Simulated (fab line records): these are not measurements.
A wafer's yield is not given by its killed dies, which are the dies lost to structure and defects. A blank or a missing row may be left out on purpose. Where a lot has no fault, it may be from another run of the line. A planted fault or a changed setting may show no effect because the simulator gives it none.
fab line records	flow sky130	part 1 of 2: steps 1 to 30 of 39
[record] lots = 5	wafers = 15	lastDay = 50
route steps=708 shown LI_CONTACT@369 LOCAL_INTERCONNECT@387 CONTACT@406
lots that met no fault: taken from a fault-free run of the same line
startH: hours from the record's opening day to when the first of the lot's shown wafers began	waitH: hours elapsed since this lot's preceding step	" unchanged from the row above	L1.1+2: a row that stands for several wafers	- value missing, or start not given	* or withheld: withheld	< > ~ a bound
route shown NAME@n: NAME is a module with steps in the file, n the number in the route of the first one	usual: mean and standard deviation over wafers with no fault	same: alike in all rows	chamber/n: place in a boat	sites: the reading at each site	_std_site: the values' standard deviation	_edge_site: outer sites' mean less inner sites'	radiusMm: how far each site lies from the wafer's centre	mask NAME#n: copy n	behind: the last tool/chamber to shape the wafer	hold: cause of the lot's hold/its duration in hours/its outcome	device: whichever transistor did not switch (one of n, p or np)	end of line: the tests these same wafers got at the end of their route	a step given without rows: its recipe and nothing more	killed: not the wafer's yield, but the dies lost to structure and defects at the first sort	map: the dies of a wafer, with x for killed, . for not killed, _ for no die there
set.NAME: the setting as run; set.NAME@STEP: as run at that earlier step	model.NAME: the simulator's own value behind a step, which no gauge read
lots at selected steps of the route; one table per step, one row per wafer
services: from which hour (startH, from the record's first day; less than 0 if before it) a tool's chamber was out of use, for how many hours, and why
[[steps]]
[step SKY_LI_CONTACT_COAT_07]
[recipe] resist = KrF-thick	spinRpm = 3000	resistThkNm = 450
lot.wafer	tool	chamber	startH	waitH
L081.4+5+6	lithoTrack-03	0	-	-
L084.2+3+4	lithoTrack-03	0	-	-
L088.2+4+5	lithoTrack-01	0	-	-
L095.2+3+5	lithoTrack-01	0	-	-
L097.1+2+3	lithoTrack-01	0	-	-
[step SKY_LI_CONTACT_SOFTBAKE_08]
[recipe] tempC = 100	timeS = 90	resist = KrF-thick
lot.wafer	tool	chamber	startH	waitH
L081.4+5+6	lithoTrack-03	0	-	-
L084.2+3+4	lithoTrack-03	0	-	-
L088.2+4+5	lithoTrack-01	0	-	-
L095.2+3+5	lithoTrack-01	0	-	-
L097.1+2+3	lithoTrack-01	0	-	-
[step SKY_LI_CONTACT_EXPOSE_09]
[recipe] maskId = LICM1	na = 0.8	sourceShape = annular	sigmaInner = 0.55	sigmaOuter = 0.85	targetCdNm = 170	doseMj = 38
[same] na = 0.8
lot.wafer	tool	chamber	startH	waitH	mask
L081.4+5+6	krfScanner-01	0	-	-	LICM1#0
L084.2+3+4	krfScanner-02	0	-	-	LICM1#0
L088.2+4+5	krfScanner-02	0	-	-	LICM1#0
L095.2+3+5	krfScanner-01	0	-	-	LICM1#0
L097.1+2+3	krfScanner-02	0	-	-	LICM1#0
[step SKY_LI_CONTACT_PEB_10]
[recipe] pebTempC = withheld	pebTimeS = withheld	resist = KrF-thick
lot.wafer	tool	chamber	startH	waitH
L081.4+5+6	lithoTrack-04	0	-	-
L084.2+3+4	lithoTrack-01	0	-	-
L088.2+4+5	lithoTrack-03	0	-	-
L095.2+3+5	lithoTrack-04	0	-	-
L097.1+2+3	lithoTrack-04	0	-	-
[step SKY_LI_CONTACT_DEVELOP_11]
[recipe] developTimeS = 60	resist = KrF-thick	devTempC = 21
lot.wafer	tool	chamber	startH	waitH
L081.4+5+6	lithoTrack-04	0	-	-
L084.2+3+4	lithoTrack-01	0	-	-
L088.2+4+5	lithoTrack-03	0	-	-
L095.2+3+5	lithoTrack-04	0	-	-
L097.1+2+3	lithoTrack-04	0	-	-
[step SKY_LI_CONTACT_CD_MEAS_12]
[recipe] targetCdNm = 170
[usual] cdNm = 170.4/1.8
lot.wafer	tool	chamber	startH	waitH	cdNm
L081.4	cdSem-01	-	737.29	-	169.8
L081.5	"	-	"	"	169.3
L081.6	"	-	"	"	170.7
L084.2	cdSem-01	-	762.21	-	172.7
L084.3	"	-	"	"	171.5
L084.4	"	-	"	"	171.9
L088.2	cdSem-02	-	789.27	-	172.9
L088.4	"	-	"	"	174.2
L088.5	"	-	"	"	174.0
L095.2	cdSem-02	-	845.45	-	167.6
L095.3	"	-	"	"	167.4
L095.5	"	-	"	"	168.7
L097.1	cdSem-02	-	854.88	-	168.6
L097.2	"	-	"	"	169.2
L097.3	"	-	"	"	168.9
[step SKY_LI_CONTACT_OVL_MEAS_13]
[usual] LI_CONTACT_OVL = -2/5.9
lot.wafer	tool	chamber	startH	waitH	LI_CONTACT_OVL[nm]
L081.4	overlay-02	-	737.37	0.1	-9
L081.5	"	-	"	"	-9
L081.6	"	-	"	"	-11
L084.2	overlay-02	-	762.31	0.1	-13
L084.3	"	-	"	"	-3
L084.4	"	-	"	"	-3
L088.2	overlay-02	-	789.38	0.1	5
L088.4	"	-	"	"	6
L088.5	"	-	"	"	2
L095.2	overlay-02	-	845.56	0.1	-4
L095.3	"	-	"	"	2
L095.5	"	-	"	"	-3
L097.1	overlay-01	-	855.00	0.1	-9
L097.2	"	-	"	"	2
L097.3	"	-	"	"	-2
[step SKY_LI_CONTACT_ETCH_14]
[recipe] chemistry = N2/H2	target = BARC	ionEnergyEv = 200	sourceW = 500	biasW = 98.04	pressureMtorr = 30	n2FlowSccm = 100	h2FlowSccm = 200	stopOn = SiO2	timeS = 45.9	targetDepthA = 600
[usual] drypumpMotorCurrentA = 5.7/0.44	oesProductAu = 0.854/0.0044	throttleValvePct = 13.224/0.0089
lot.wafer	tool	chamber	startH	waitH	drypumpMotorCurrentA	oesProductAu	rfHoursCounterH	throttleValvePct
L081.4	rieDiel-04	2	737.41	0.0	6.4	0.859	-	13.230
L081.5	"	0	"	"	5.7	0.856	-	13.222
L081.6	"	1	"	"	6.1	0.849	-	13.224
L084.2	rieDiel-02	0	762.34	0.0	5.2	0.851	7	13.223
L084.3	"	3	"	"	5.3	0.855	11	13.227
L084.4	"	3	"	"	5.3	0.863	-	13.220
L088.2	rieDiel-03	1	789.41	0.0	5.0	0.858	7	13.220
L088.4	"	0	"	"	5.1	0.851	6	13.228
L088.5	"	3	"	"	5.0	0.856	-	13.237
L095.2	rieDiel-02	3	845.59	0.0	5.3	0.855	13	13.225
L095.3	"	2	"	"	5.6	0.854	15	13.231
L095.5	"	0	"	"	5.2	0.850	-	13.224
L097.1	rieDiel-04	0	855.04	0.0	5.7	0.857	12	13.221
L097.2	"	2	"	"	6.4	0.861	2	13.219
L097.3	"	3	"	"	6.0	0.858	4	13.215
[step SKY_LI_CONTACT_ETCH_15]
[recipe] target = PSG	chemistry = C4F8/O2/Ar	stopOn = Si	taperDeg = 4.15	maskMaterial = KrF-thick	sourceW = 1500	biasW = 1200	pressureMtorr = 40	c4f8FlowSccm = withheld	O2_flow_sccm = 6	Ar_flow_sccm = 300	timeS = withheld	targetDepthA = 6000
[usual] oesProductAu = 0.836/0.0046
lot.wafer	tool	chamber	startH	waitH	oesProductAu
L081.4	rieDiel-04	2	737.47	0.0	0.837
L081.5	"	0	"	"	0.833
L081.6	"	1	"	"	0.834
L084.2	rieDiel-02	0	762.39	0.0	0.835
L084.3	"	3	"	"	0.840
L084.4	"	3	"	"	0.837
L088.2	rieDiel-03	1	789.45	0.0	0.827
L088.4	"	0	"	"	0.838
L088.5	"	3	"	"	0.835
L095.2	rieDiel-02	3	845.63	0.0	0.842
L095.3	"	2	"	"	0.832
L095.5	"	0	"	"	0.828
L097.1	rieDiel-04	0	855.08	0.0	0.847
L097.2	"	2	"	"	0.834
L097.3	"	3	"	"	0.839
[step SKY_LI_CONTACT_STRIP_16]
[recipe] chemistry = O2/N2	powerW = 1400	pressureMtorr = 1500	platenTempC = withheld	o2FlowSccm = 3000	n2FlowSccm = 300	overashFraction = 0.5
[usual] drypumpMotorCurrentA = 6.0/0.52	oesProductAu = 0.375/0.0049	stripTimeToEndpointS = 3.49/0.037
lot.wafer	tool	chamber	startH	waitH	drypumpMotorCurrentA	oesProductAu	rfHoursCounterH	stripTimeToEndpointS
L081.4	plasmaAsher-01	1	737.55	-	5.5	0.374	-	3.50
L081.5	"	0	"	"	5.3	0.381	-	3.54
L081.6	"	1	"	"	5.4	0.378	-	3.52
L084.2	plasmaAsher-04	0	762.47	-	6.2	0.379	2	3.51
L084.3	"	0	"	"	6.2	0.371	-	3.40
L084.4	"	1	"	"	6.3	0.374	-	3.42
L088.2	plasmaAsher-01	0	789.54	-	5.3	0.377	102	3.52
L088.4	"	0	"	"	5.3	0.377	-	3.44
L088.5	"	1	"	"	5.4	0.373	-	3.49
L095.2	plasmaAsher-04	1	845.72	-	6.3	0.366	10	3.40
L095.3	"	1	"	"	6.3	0.377	-	3.50
L095.5	"	1	"	"	6.3	0.376	-	3.51
L097.1	plasmaAsher-03	0	855.17	-	5.7	0.383	42	3.53
L097.2	"	1	"	"	6.7	0.373	42	3.45
L097.3	"	1	"	"	6.7	0.376	-	3.46
[step SKY_LI_CONTACT_CLEAN_17]
[recipe] chemistry = NMP	timeS = 600	tempC = 60	dry = n2Spin
[usual] bathGuardTempC = 59.8/0.49
lot.wafer	tool	chamber	startH	waitH	bathGuardTempC
L081.4	wetBench-02	3	737.62	0.0	59.9
L081.5	"	3	"	"	59.8
L081.6	"	3	"	"	60.2
L084.2	wetBench-04	0	762.57	0.1	60.1
L084.3	"	0	"	"	60.3
L084.4	"	0	"	"	60.5
L088.2	wetBench-02	3	789.64	0.1	60.2
L088.4	"	3	"	"	60.1
L088.5	"	3	"	"	60.3
L095.2	wetBench-01	1	845.82	0.1	60.5
L095.3	"	1	"	"	60.3
L095.5	"	1	"	"	60.3
L097.1	wetBench-04	0	855.27	0.1	60.2
L097.2	"	0	"	"	60.3
L097.3	"	0	"	"	60.2
[step SKY_LI_CONTACT_PRE_CLEAN_18]
[recipe] gas = Ar	timeS = 5.6	biasV = 358
lot.wafer	tool	chamber	startH	waitH
L081.4+5+6	pvdSputter-02	-	737.80	0.0
L084.2+3+4	pvdSputter-02	-	762.75	0.0
L088.2+4+5	pvdSputter-03	-	789.81	0.0
L095.2+3+5	pvdSputter-02	-	846.01	0.0
L097.1+2+3	pvdSputter-02	-	855.44	0.0
[step SKY_LI_CONTACT_SPUTTER_19]
[recipe] material = Ti	targetThkNm = 20	chamberPressurePa = 5	powerW = 2500	substrateTempC = 200	timeS = 106.37
[usual] cathodeDcPowerW = 2500.0/0.44	throttleValvePct = 30.8/0.91
lot.wafer	tool	chamber	startH	waitH	cathodeDcPowerW	throttleValvePct
L081.4	pvdSputter-02	-	737.85	0.0	2500.1	30.6
L081.5	"	-	"	"	2499.7	29.8
L081.6	"	-	"	"	2500.2	29.9
L084.2	pvdSputter-02	-	762.77	0.0	2499.8	31.8
L084.3	"	-	"	"	2499.5	30.2
L084.4	"	-	"	"	2500.0	30.1
L088.2	pvdSputter-03	-	789.83	0.0	2499.4	32.2
L088.4	"	-	"	"	2499.8	32.8
L088.5	"	-	"	"	2500.3	32.7
L095.2	pvdSputter-02	-	846.03	0.0	2500.4	30.0
L095.3	"	-	"	"	2499.8	31.6
L095.5	"	-	"	"	2500.3	31.5
L097.1	pvdSputter-02	-	855.46	0.0	2500.9	29.9
L097.2	"	-	"	"	2500.3	31.6
L097.3	"	-	"	"	2500.2	30.3
[step SKY_LI_CONTACT_SPUTTER_20]
[recipe] material = TiN	targetThkNm = 20	chamberPressurePa = 5	powerW = 4000	timeS = 76.81
[usual] cathodeDcPowerW = 4000.1/0.73	throttleValvePct = 30.8/0.91
lot.wafer	tool	chamber	startH	waitH	cathodeDcPowerW	throttleValvePct
L081.4	pvdSputter-02	-	737.92	0.0	3998.8	30.4
L081.5	"	-	"	"	4000.5	29.7
L081.6	"	-	"	"	3999.9	30.1
L084.2	pvdSputter-02	-	762.84	0.0	3999.7	31.8
L084.3	"	-	"	"	4000.5	30.6
L084.4	"	-	"	"	4000.8	30.1
L088.2	pvdSputter-03	-	789.91	0.0	4000.0	32.2
L088.4	"	-	"	"	4000.4	32.9
L088.5	"	-	"	"	3999.6	32.8
L095.2	pvdSputter-02	-	846.10	0.0	3999.8	30.1
L095.3	"	-	"	"	4000.0	31.8
L095.5	"	-	"	"	3999.8	31.4
L097.1	pvdSputter-02	-	855.54	0.0	3999.9	30.0
L097.2	"	-	"	"	3999.8	31.9
L097.3	"	-	"	"	4000.1	30.4
[step SKY_LI_CONTACT_CVD_21]
[recipe] material = W	targetThkNm = 400	timeS = 120.56	tempC = 400	pressureTorr = 40
[usual] heaterPowerW = 806/49
lot.wafer	tool	chamber	startH	waitH	heaterPowerW	sinceWetCleanH
L081.4	cvdW-01	1	737.99	0.0	751	-
L081.5	"	1	"	"	750	-
L081.6	"	0	"	"	851	-
L084.2	cvdW-01	1	762.90	0.0	742	359
L084.3	"	1	"	"	735	-
L084.4	"	0	"	"	852	-
L088.2	cvdW-02	1	789.97	0.0	786	886
L088.4	"	0	"	"	825	-
L088.5	"	0	"	"	837	-
L095.2	cvdW-01	0	846.16	0.0	867	442
L095.3	"	1	"	"	752	-
L095.5	"	0	"	"	867	-
L097.1	cvdW-02	0	855.60	0.0	837	952
L097.2	"	1	"	"	790	952
L097.3	"	0	"	"	817	-
[step SKY_LI_CONTACT_RS_MEAS_22]
[recipe] thkMeasGauge = four-point-probe	reads = W_of_LI_CONTACT_CVD_21+TiN_of_LI_CONTACT_SPUTTER_20+Ti_of_LI_CONTACT_SPUTTER_19
[usual] LI_CONTACT_W_RS = 0.285/0.0038
lot.wafer	tool	chamber	startH	waitH	LI_CONTACT_W_RS[ohm/sq]
L081.4	filmMetro-02	-	738.13	0.1	0.284
L081.5	"	-	"	"	0.285
L081.6	"	-	"	"	0.289
L084.2	filmMetro-04	-	763.05	0.1	0.280
L084.3	"	-	"	"	0.281
L084.4	"	-	"	"	0.283
L088.2	filmMetro-04	-	790.11	0.1	0.282
L088.4	"	-	"	"	0.277
L088.5	"	-	"	"	0.278
L095.2	filmMetro-04	-	846.31	0.1	0.288
L095.3	"	-	"	"	0.285
L095.5	"	-	"	"	0.285
L097.1	filmMetro-02	-	855.72	0.1	0.284
L097.2	"	-	"	"	0.286
L097.3	"	-	"	"	0.283
[step SKY_LI_CONTACT_THK_MEAS_23]
[recipe] thkMeasGauge = xrf	reads = W_of_LI_CONTACT_CVD_21
[usual] LI_CONTACT_W_THK = 393/6.4
lot.wafer	tool	chamber	startH	waitH	LI_CONTACT_W_THK[nm]
L081.4	filmMetro-02	-	738.22	0.1	397
L081.5	"	-	"	"	396
L081.6	"	-	"	"	392
L084.2	filmMetro-04	-	763.16	0.1	400
L084.3	"	-	"	"	396
L084.4	"	-	"	"	393
L088.2	filmMetro-04	-	790.22	0.1	399
L088.4	"	-	"	"	403
L088.5	"	-	"	"	402
L095.2	filmMetro-04	-	846.42	0.1	388
L095.3	"	-	"	"	392
L095.5	"	-	"	"	393
L097.1	filmMetro-02	-	855.84	0.1	398
L097.2	"	-	"	"	394
L097.3	"	-	"	"	397
[step SKY_LI_CONTACT_CMP_24]
[recipe] stopOn = PSG	tOverpolishS = 20	downForcePsi = 3.5	platenRpm = 60	targetThkNm = 0	padVelocityMS = 0.94248
[usual] motorCurrentA = 11.3/1	overpolishRunS = 20.001/0.0096	timeToEndpointS = 93/5.3
lot.wafer	tool	chamber	startH	waitH	motorCurrentA	overpolishRunS	timeToEndpointS
L081.4	cmp-01	1	738.25	0.0	12.2	20.000	92
L081.6	"	1	"	"	12.7	20.013	87
L081.5	"	2	"	"	10.1	20.009	105
L084.2	cmp-01	0	763.21	0.0	10.5	19.993	90
L084.4	"	1	"	"	13.3	20.018	89
L084.3	"	2	"	"	10.5	20.008	101
L088.2	cmp-01	1	790.27	0.0	12.6	20.004	92
L088.4	"	2	"	"	10.4	20.012	99
L088.5	"	2	"	"	11.0	19.995	101
L095.2	cmp-02	3	846.47	0.0	12.2	19.999	94
L095.3	"	1	"	"	10.3	19.991	88
L095.5	"	0	"	"	11.8	19.990	98
L097.1	cmp-02	0	855.90	0.1	12.4	19.987	99
L097.3	"	1	"	"	10.0	19.998	89
L097.2	"	3	"	"	12.2	20.008	99
[step SKY_LOCAL_INTERCONNECT_SPUTTER_00]
[recipe] material = TiN	targetThkNm = 100	tempC = 300	powerW = 6500	timeS = 83.3	chamberPressurePa = 0.4
[usual] cathodeDcPowerW = 6499.9/1.2	throttleValvePct = 30.8/1.1
lot.wafer	tool	chamber	startH	waitH	cathodeDcPowerW	throttleValvePct
L081.4	pvdSputter-01	-	738.55	0.2	6500.7	29.0
L081.5	"	-	"	"	6499.7	31.3
L081.6	"	-	"	"	6500.5	29.7
L084.2	pvdSputter-03	-	763.51	0.2	6498.3	29.5
L084.3	"	-	"	"	6499.2	30.6
L084.4	"	-	"	"	6500.4	32.1
L088.2	pvdSputter-04	-	790.57	0.2	6499.2	31.4
L088.4	"	-	"	"	6500.1	31.2
L088.5	"	-	"	"	6500.3	31.5
L095.2	pvdSputter-03	-	846.77	0.2	6500.0	31.8
L095.3	"	-	"	"	6498.9	30.7
L095.5	"	-	"	"	6500.6	32.9
L097.1	pvdSputter-03	-	856.20	0.2	6497.3	30.7
L097.2	"	-	"	"	6500.3	31.9
L097.3	"	-	"	"	6497.3	29.5
[step SKY_LOCAL_INTERCONNECT_RS_MEAS_01]
[recipe] thkMeasGauge = four-point-probe	reads = TiN_of_LOCAL_INTERCONNECT_SPUTTER_00
[usual] LOCAL_INTERCONNECT_TIN_RS = 14.19/0.18
lot.wafer	tool	chamber	startH	waitH	LOCAL_INTERCONNECT_TIN_RS[ohm/sq]
L081.4	filmMetro-03	-	738.68	0.1	14.09
L081.5	"	-	"	"	14.20
L081.6	"	-	"	"	14.23
L084.2	filmMetro-03	-	763.59	0.1	14.34
L084.3	"	-	"	"	13.90
L084.4	"	-	"	"	14.03
L088.2	filmMetro-01	-	790.66	0.1	14.38
L088.4	"	-	"	"	14.30
L088.5	"	-	"	"	14.20
L095.2	filmMetro-01	-	846.85	0.1	14.03
L095.3	"	-	"	"	14.03
L095.5	"	-	"	"	14.22
L097.1	filmMetro-01	-	856.27	0.0	14.06
L097.2	"	-	"	"	14.01
L097.3	"	-	"	"	14.54
[step SKY_LOCAL_INTERCONNECT_THK_MEAS_02]
[recipe] thkMeasGauge = xrf	reads = TiN_of_LOCAL_INTERCONNECT_SPUTTER_00
[usual] LOCAL_INTERCONNECT_TIN_THK = 99.6/1.3
lot.wafer	tool	chamber	startH	waitH	LOCAL_INTERCONNECT_TIN_THK[nm]
L081.4	filmMetro-03	-	738.77	0.1	100.8
L081.5	"	-	"	"	100.1
L081.6	"	-	"	"	99.7
L084.2	filmMetro-03	-	763.70	0.1	98.8
L084.3	"	-	"	"	102.2
L084.4	"	-	"	"	101.0
L088.2	filmMetro-01	-	790.77	0.1	98.3
L088.4	"	-	"	"	98.9
L088.5	"	-	"	"	99.4
L095.2	filmMetro-01	-	846.96	0.1	100.2
L095.3	"	-	"	"	100.1
L095.5	"	-	"	"	98.9
L097.1	filmMetro-01	-	856.39	0.1	100.7
L097.2	"	-	"	"	100.1
L097.3	"	-	"	"	96.8
[step SKY_LOCAL_INTERCONNECT_DEHYDRATE_03]
[recipe] tempC = 200	timeS = 60
lot.wafer	tool	chamber	startH	waitH
L081.4+5+6	lithoTrack-04	0	752.11	13.3
L084.2+3+4	lithoTrack-01	0	776.11	12.4
L088.2+4+5	lithoTrack-01	0	803.36	12.6
L095.2+3+5	lithoTrack-04	0	859.41	12.4
L097.1+2+3	lithoTrack-01	0	868.94	12.5
[step SKY_LOCAL_INTERCONNECT_HMDS_04]
[recipe] primeTimeS = 60	primeTempC = 120
lot.wafer	tool	chamber	startH	waitH
L081.4+5+6	lithoTrack-04	0	752.26	0.1
L084.2+3+4	lithoTrack-01	0	776.26	0.1
L088.2+4+5	lithoTrack-01	0	803.51	0.1
L095.2+3+5	lithoTrack-04	0	859.56	0.1
L097.1+2+3	lithoTrack-01	0	869.09	0.1
[step SKY_LOCAL_INTERCONNECT_COAT_05]
[recipe] resist = BARC	tempC = withheld	timeS = withheld	spinRpm = 3000	resistThkNm = 60
lot.wafer	tool	chamber	startH	waitH
L081.4+5+6	lithoTrack-04	0	752.41	0.1
L084.2+3+4	lithoTrack-01	0	776.41	0.1
L088.2+4+5	lithoTrack-01	0	803.66	0.1
L095.2+3+5	lithoTrack-04	0	859.71	0.1
L097.1+2+3	lithoTrack-01	0	869.24	0.1
[step SKY_LOCAL_INTERCONNECT_COAT_06]
[recipe] resist = KrF-thick	spinRpm = 3000	resistThkNm = 450
lot.wafer	tool	chamber	startH	waitH
L081.4+5+6	lithoTrack-04	0	-	-
L084.2+3+4	lithoTrack-01	0	-	-
L088.2+4+5	lithoTrack-01	0	-	-
L095.2+3+5	lithoTrack-04	0	-	-
L097.1+2+3	lithoTrack-01	0	-	-
[step SKY_LOCAL_INTERCONNECT_SOFTBAKE_07]
[recipe] tempC = 100	timeS = 90	resist = KrF-thick
lot.wafer	tool	chamber	startH	waitH
L081.4+5+6	lithoTrack-04	0	-	-
L084.2+3+4	lithoTrack-01	0	-	-
L088.2+4+5	lithoTrack-01	0	-	-
L095.2+3+5	lithoTrack-04	0	-	-
L097.1+2+3	lithoTrack-01	0	-	-
[step SKY_LOCAL_INTERCONNECT_EXPOSE_08]
[recipe] maskId = LI1M	na = 0.8	sourceShape = annular	sigmaInner = 0.55	sigmaOuter = 0.85	targetCdNm = 170	doseMj = 28
[same] na = 0.8
lot.wafer	tool	chamber	startH	waitH	mask
L081.4+5+6	krfScanner-02	0	-	-	LI1M#0
L084.2+3+4	krfScanner-02	0	-	-	LI1M#0
L088.2+4+5	krfScanner-02	0	-	-	LI1M#0
L095.2+3+5	krfScanner-01	0	-	-	LI1M#0
L097.1+2+3	krfScanner-01	0	-	-	LI1M#0
[step SKY_LOCAL_INTERCONNECT_PEB_09]
[recipe] pebTempC = withheld	pebTimeS = withheld	resist = KrF-thick
lot.wafer	tool	chamber	startH	waitH
L081.4+5+6	lithoTrack-01	0	-	-
L084.2+3+4	lithoTrack-01	0	-	-
L088.2+4+5	lithoTrack-01	0	-	-
L095.2+3+5	lithoTrack-01	0	-	-
L097.1+2+3	lithoTrack-02	0	-	-
[step SKY_LOCAL_INTERCONNECT_DEVELOP_10]
[recipe] developTimeS = 60	resist = KrF-thick	devTempC = 21
lot.wafer	tool	chamber	startH	waitH
L081.4+5+6	lithoTrack-01	0	-	-
L084.2+3+4	lithoTrack-01	0	-	-
L088.2+4+5	lithoTrack-01	0	-	-
L095.2+3+5	lithoTrack-01	0	-	-
L097.1+2+3	lithoTrack-02	0	-	-
[step SKY_LOCAL_INTERCONNECT_CD_MEAS_11]
[recipe] targetCdNm = 170
[usual] cdNm = 169.7/1.6
lot.wafer	tool	chamber	startH	waitH	cdNm
L081.4	cdSem-01	-	766.45	-	170.1
L081.5	"	-	"	"	168.2
L081.6	"	-	"	"	168.4
L084.2	cdSem-01	-	790.16	-	168.5
L084.3	"	-	"	"	168.0
L084.4	"	-	"	"	168.8
L088.2	cdSem-01	-	817.51	-	167.8
L088.4	"	-	"	"	169.5
L088.5	"	-	"	"	169.6
L095.2	cdSem-02	-	872.91	-	171.0
L095.3	"	-	"	"	170.2
L095.5	"	-	"	"	170.2
L097.1	cdSem-01	-	881.89	-	167.6
L097.2	"	-	"	"	167.9
L097.3	"	-	"	"	167.9
